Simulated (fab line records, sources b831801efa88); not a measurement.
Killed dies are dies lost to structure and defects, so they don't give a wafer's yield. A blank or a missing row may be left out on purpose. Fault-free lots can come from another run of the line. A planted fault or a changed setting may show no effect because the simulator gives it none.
What tool caused it?    flow gf180mcu    7 lots with 21 wafers sampled at 2 steps, on a route of 602 steps

## WHAT THE GAUGES READ, wafer by wafer
GF_V4_THK_MEAS_01.
lot   measured      on             V4_CVD_00_THK (nm)
L716  day 24 02:32  film_metro-04  586 594 589
L719  day 24 18:06  film_metro-01  608 597 601
L723  day 26 09:23  film_metro-02  587 594 597
L726  day 27 12:49  film_metro-02  609 606 603
L733  day 29 06:30  film_metro-04  308 308 294
L734  day 29 13:31  film_metro-02  309 309 310
L738  day 30 08:40  film_metro-04  597 595 593

## WHAT TOOL EACH LOT RAN ON (gives the tool, then ch and the chambers of the sampled wafers, and finally the start)
lot   GF_V4_CVD_00
L716  hdpcvd-02 ch 0,2, day 24 02:28
L719  hdpcvd-02 ch 0,1,2, day 24 18:02
L723  hdpcvd-02 ch 0,2, day 26 09:19
L726  hdpcvd-01 ch 1,2, day 27 12:45
L733  hdpcvd-01 ch 0,1,2, day 29 06:25
L734  hdpcvd-01 ch 0,2, day 29 13:27
L738  hdpcvd-02 ch 0,2, day 30 08:35
- GF_V4_CVD_00: deposits SiO2, target thk 600 nm, time 100 s.

## THE ANSWER, worked out from the rows above alone
Rule: the usual values come from the lots themselves. The widest of any qualifying gaps counts: lots, ordered by their means at a reading, are off when they make up no more than a third of the lots, leave a main group of 4 or more, and stand apart from it by 3 or more times the standard deviation of that group's means. If all means in a main group match to the digits the tables above print for the reading, that group is not used. A lot without any number at a reading at which 4 lots or more have one is off too. All remaining lots with rows at the step are treated as sound.
Off: at GF_V4_THK_MEAS_01 (V4_CVD_00_THK), L733, L734. For the main group the mean is 597 nm and the standard deviation 6.
A tool fits if, at a process step before that reading, it ran every lot that is off, and no sound lot after the first of them. Those tools and the gauges at GF_V4_THK_MEAS_01 are tried in the same way. One fits: hdpcvd-01 at GF_V4_CVD_00. A fault onset in the window from L726 (day 27 12:45, its last sound lot) to L733 (day 29 06:25, its first lot off) fits.

## WHAT THE SIMULATOR HAD PUT IN
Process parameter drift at GF_V4_CVD_00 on hdpcvd-01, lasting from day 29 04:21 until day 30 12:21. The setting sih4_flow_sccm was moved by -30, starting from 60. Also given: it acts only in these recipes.
Shown lots that were struck: L733, L734. The rule above reached the same finding.
